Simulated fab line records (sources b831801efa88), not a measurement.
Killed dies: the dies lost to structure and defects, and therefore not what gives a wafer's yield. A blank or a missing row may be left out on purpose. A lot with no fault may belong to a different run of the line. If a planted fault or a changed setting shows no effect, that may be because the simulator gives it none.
Problem report, 8D (eight disciplines) form, completed by code / flow gf180mcu / the parts of the form that need people (team, actions taken, sign-off) are left out

1. THE PROBLEM
Across 6 wafers from 2 lots, V3_CVD_00_THK at GF_V3_THK_MEAS_01 averages 294 nm, while fault-free wafers read 600 nm with a standard deviation of 5.6. That is -55 standard deviations from the usual mean.
First observed at day 24 08:35: wafer L503.1, on film-metro-02. Wafers with a number at this step in the record: 37, from 13 lots. By rule, "out" or "out of limits" means more than 4 standard deviations away from the usual mean. The other wafers with a number count as sound.

2. WHAT IT IS; WHAT IT IS NOT
question=which readings at this step | is=V3_CVD_00_THK | is not=-
question=which lots | is=L503, L505 | is not=L496, L497, L498, L499, L511, L512, L514, L515, L517, L518, L519
question=which wafers of those lots | is=all that have a number | is not=-
question=read on which gauges | is=film-metro-02, film-metro-04 | is not=film-metro-01
question=when | is=from day 24 08:35 | is not=up to then (11 sound wafers); but 20 sound wafers of L511, L512, L514, L515, L517, L518, L519 came after

3. SUSPECTS, AND WHAT RULES EACH OUT
Counting: a tool at a process step up to the reading stays a suspect if it ran every lot that is out and no sound lot after the first of them.
- the gauge at GF_V3_THK_MEAS_01 has been ruled out. 2 gauges (film-metro-02, film-metro-04) read the wafers that are out.
- hdpcvd-02 at GF_V3_CVD_00 (deposits SiO2, target thk 600 nm, time 100 s): ruled out as a lasting fault. Sound lots L519 ran on it after its first lot that is out, L503 (day 24 08:31).
Left after counting: nothing in the record.

4. THE CAUSE (what the simulator had put in)
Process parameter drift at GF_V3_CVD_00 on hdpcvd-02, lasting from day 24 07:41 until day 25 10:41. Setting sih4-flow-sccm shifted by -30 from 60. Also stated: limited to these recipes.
Counting ruled it out, wrongly: the rule takes a fault to strike every lot that its tool runs from its start on, and this one did not.

5. THE CHAIN OF EFFECTS, in route order
Rows list readings where the struck wafers' mean (over those with a number) sits beyond 3 standard deviations from the usual. Scope: only readings with a usual standard deviation given in the record; hours: median across lots of the time from each lot's start at the first step in this table that gives one to its start at this step; sigmas: change in usual standard deviations.
hours=0; step=GF_V3_CVD_00; reading=sih4-flow-sccm; usual=59.97 sccm; on struck wafers=29.98; change=-29.99; sigmas=-99 or more
hours=0; step=GF_V3_THK_MEAS_01; reading=V3_CVD_00_THK; usual=600 nm; on struck wafers=294; change=-306; sigmas=-55
Its process steps:
- GF_V3_CVD_00: deposits SiO2, target thk 600 nm, time 100 s.

6. HOW IT WOULD HAVE BEEN CAUGHT EARLIER
In this record the first reading out of limits at a measuring or inspecting step was taken at day 24 08:35, 1 hour after the fault began at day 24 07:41.
Tool's own readings at GF_V3_CVD_00, sih4-flow-sccm: out on all struck wafers the step has rows for; an alarm limit on them would have tripped on the first.
